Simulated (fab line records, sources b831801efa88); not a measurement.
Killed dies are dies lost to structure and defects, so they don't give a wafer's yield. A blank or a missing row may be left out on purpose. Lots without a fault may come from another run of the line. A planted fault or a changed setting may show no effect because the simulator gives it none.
Which tool did it? | flow gf180mcu | 13 lots, 39 wafers sampled, at 4 steps of a route of 602

WHAT THE GAUGES READ, wafer by wafer
The record holds no reading of a measuring or inspecting step that can be judged against a usual standard deviation.

WHICH TOOL RAN EACH LOT (tool, then ch and the chambers of the sampled wafers, then the start)
lot  | GF_LVPWELL_EXPOSE_04               | GF_M1_METAL_ETCH_16               | GF_V1_CMP_04                  | GF_V1_CMP_26
L715 | iline_stepper-01 ch 0, day 3 16:43 | rie_metal-03 ch 0,1, day 17 11:01 | cmp-02 ch 1,2, day 17 11:58   | cmp-01 ch 0,2, day 18 14:14
L716 | iline_stepper-02 ch 0, day 3 21:28 | rie_metal-01 ch 1, day 17 15:17   | cmp-02 ch 0,2,3, day 17 16:25 | cmp-01 ch 1,2,3, day 18 18:01
L719 | iline_stepper-01 ch 0, day 4 16:23 | rie_metal-04 ch 0,1, day 18 17:19 | cmp-02 ch 0,3, day 18 18:16   | cmp-01 ch 2,3, day 19 20:12
L720 | iline_stepper-02 ch 0, day 4 19:40 | rie_metal-03 ch 0,1, day 19 00:31 | cmp-02 ch 0,2,3, day 19 01:34 | cmp-01 ch 1,2,3, day 20 03:42
L721 | iline_stepper-01 ch 0, day 5 00:11 | rie_metal-03 ch 0,1, day 19 12:21 | cmp-01 ch 0,3, day 19 13:19   | cmp-01 ch 0,1,2, day 20 15:40
L722 | iline_stepper-02 ch 0, day 5 04:59 | rie_metal-03 ch 0,1, day 19 18:28 | cmp-02 ch 0,1,2, day 19 19:25 | cmp-02 ch 0,1,3, day 20 21:34
L727 | iline_stepper-01 ch 0, day 6 05:59 | rie_metal-01 ch 0,1, day 21 19:06 | cmp-01 ch 0,1,3, day 21 20:03 | cmp-02 ch 1,2,3, day 22 21:04
L728 | iline_stepper-02 ch 0, day 6 15:40 | rie_metal-04 ch 0,1, day 22 07:14 | cmp-01 ch 0,1,2, day 22 08:16 | cmp-02 ch 0,1,2, day 23 08:08
L730 | iline_stepper-02 ch 0, day 7 01:56 | rie_metal-01 ch 0,1, day 22 22:33 | cmp-02 ch 1,2, day 22 23:28   | cmp-01 ch 0,2,3, day 24 00:04
L734 | iline_stepper-01 ch 0, day 8 06:20 | rie_metal-04 ch 0, day 24 11:10   | cmp-01 ch 0,1,3, day 24 12:11 | cmp-01 ch 0,2, day 25 11:31
L736 | iline_stepper-02 ch 0, day 8 11:55 | rie_metal-03 ch 0, day 24 12:36   | cmp-01 ch 0,1,2, day 24 13:39 | cmp-01 ch 0,2, day 25 12:55
L737 | iline_stepper-02 ch 0, day 8 21:14 | rie_metal-01 ch 0,1, day 25 02:51 | cmp-02 ch 0,1,3, day 25 03:53 | cmp-02 ch 0,1,2, day 26 02:50
L738 | iline_stepper-02 ch 0, day 9 00:44 | rie_metal-01 ch 0,1, day 25 11:15 | cmp-01 ch 0,1,2, day 25 12:11 | cmp-02 ch 0,1, day 26 11:15
- GF_LVPWELL_EXPOSE_04: exposes mask LVPWELL, target cd 600 nm.
- GF_M1_METAL_ETCH_16: etches the open film in Cl2/BCl3, stops on SiO2, target depth 750.8 nm, time 125.1 s.
- GF_V1_CMP_04: polishes SiO2.
- GF_V1_CMP_26: polishes, stops on SiO2, t overpolish 15 s, target thk 0 nm.

WHAT THE TOOLS THEMSELVES READ (means of the sampled wafers that have a number; where no wafer has one, the mark that the record gives instead)
GF_M1_METAL_ETCH_16. Usual: drypump_motor_current_A 5.8 A, standard deviation 0.49; oes_product_au 0.987 a.u., standard deviation 0.0059; throttle_valve_pct 28.234 %, standard deviation 0.01.
lot  | tool         | drypump_motor_current_A (A) | oes_product_au (a.u.) | throttle_valve_pct (%) | flag
L715 | rie_metal-03 | 5.5                         | 0.987                 | 28.236                 |
L716 | rie_metal-01 | 5.3                         | 0.990                 | 28.237                 |
L719 | rie_metal-04 | 6.5                         | 0.989                 | 28.240                 |
L720 | rie_metal-03 | 5.7                         | 0.988                 | 28.234                 |
L721 | rie_metal-03 | 5.7                         | 0.993                 | 28.239                 |
L722 | rie_metal-03 | 5.7                         | 0.987                 | 28.234                 |
L727 | rie_metal-01 | 5.4                         | 0.988                 | 28.245                 |
L728 | rie_metal-04 | 6.6                         | 0.983                 | 28.240                 |
L730 | rie_metal-01 | 5.4                         | 0.983                 | 28.235                 |
L734 | rie_metal-04 | 6.8                         | 0.992                 | 28.222                 |
L736 | rie_metal-03 | 5.9                         | 0.993                 | 28.229                 |
L737 | rie_metal-01 | 5.6                         | 0.988                 | 28.234                 |
L738 | rie_metal-01 | 5.4                         | 0.987                 | 28.231                 |

GF_V1_CMP_04. Usual: motor_current_A 12.3 A, standard deviation 0.59; retaining_ring_pressure_frac 1.000, standard deviation 0.0047; slurry_flow_ml_min 150.0, standard deviation 0.46; time_to_endpoint_s 78 s, standard deviation 6.3.
lot  | tool   | motor_current_A (A) | retaining_ring_pressure_frac | slurry_flow_ml_min | time_to_endpoint_s (s) | flag
L715 | cmp-02 | 12.0                | 1.002                        | 150.5              | 75                     |
L716 | cmp-02 | 12.4                | 1.004                        | 150.0              | 77                     |
L719 | cmp-02 | 12.2                | 0.998                        | 149.8              | 76                     |
L720 | cmp-02 | 12.3                | 0.993                        | 149.4              | 73                     |
L721 | cmp-01 | 12.1                | 1.001                        | 149.9              | 82                     |
L722 | cmp-02 | 11.9                | 0.999                        | 150.1              | 75                     |
L727 | cmp-01 | 12.4                | 0.997                        | 149.9              | 77                     |
L728 | cmp-01 | 11.8                | 1.002                        | 150.1              | 86                     |
L730 | cmp-02 | 11.9                | 1.003                        | 150.7              | 70                     |
L734 | cmp-01 | 11.9                | 1.000                        | 150.1              | 83                     |
L736 | cmp-01 | 12.3                | 1.000                        | 150.0              | 81                     |
L737 | cmp-02 | 12.5                | 1.001                        | 149.7              | 78                     |
L738 | cmp-01 | 12.0                | 1.000                        | 150.1              | 79                     |

GF_V1_CMP_26. Usual: motor_current_A 11.3 A, standard deviation 0.49; overpolish_run_s 15.000 s, standard deviation 0.0093; retaining_ring_pressure_frac 1.000, standard deviation 0.0045; slurry_flow_ml_min 150.0, standard deviation 0.42; time_to_endpoint_s 83 s, standard deviation 4.5.
lot  | tool   | motor_current_A (A) | overpolish_run_s (s) | retaining_ring_pressure_frac | slurry_flow_ml_min | time_to_endpoint_s (s) | flag
L715 | cmp-01 | 11.2                | 15.003               | 1.002                        | 149.7              | 88                     |
L716 | cmp-01 | 11.3                | 15.008               | 1.000                        | 150.3              | 84                     |
L719 | cmp-01 | 11.5                | 15.000               | 0.995                        | 150.1              | 87                     |
L720 | cmp-01 | 11.0                | 14.991               | 1.001                        | 150.0              | 86                     |
L721 | cmp-01 | 11.1                | 14.989               | 1.000                        | 149.9              | 86                     |
L722 | cmp-02 | 11.1                | 14.999               | 1.000                        | 149.9              | 82                     |
L727 | cmp-02 | 10.9                | 14.990               | 0.999                        | 150.1              | 77                     |
L728 | cmp-02 | 11.3                | 15.006               | 1.002                        | 149.8              | 79                     |
L730 | cmp-01 | 11.7                | 15.003               | 1.003                        | 149.7              | 87                     |
L734 | cmp-01 | 11.2                | 14.995               | 1.000                        | 149.7              | 86                     |
L736 | cmp-01 | 11.2                | 15.006               | 1.001                        | 150.0              | 86                     |
L737 | cmp-02 | 11.7                | 14.987               | 0.997                        | 149.5              | 75                     |
L738 | cmp-02 | 11.8                | 15.001               | 0.999                        | 149.9              | 81                     |

THE ANSWER, worked out from the rows above alone
Rule: a lot is off if the mean of its wafers that have a number lies more than 3 standard deviations from the usual mean. A lot without any number at a reading at which 4 lots or more have one is off too. The other lots that the step has rows for count as sound. The gauges are gone through in route order, then the tools' own readings, and for those a lot's mean is taken as printed above. The first step at which some lot is off is used, and at that step the reading that is off furthest; a lot without a number counts as furthest.
No lot is off at any reading shown: from this, nothing can be told.

WHAT THE SIMULATOR HAD PUT IN
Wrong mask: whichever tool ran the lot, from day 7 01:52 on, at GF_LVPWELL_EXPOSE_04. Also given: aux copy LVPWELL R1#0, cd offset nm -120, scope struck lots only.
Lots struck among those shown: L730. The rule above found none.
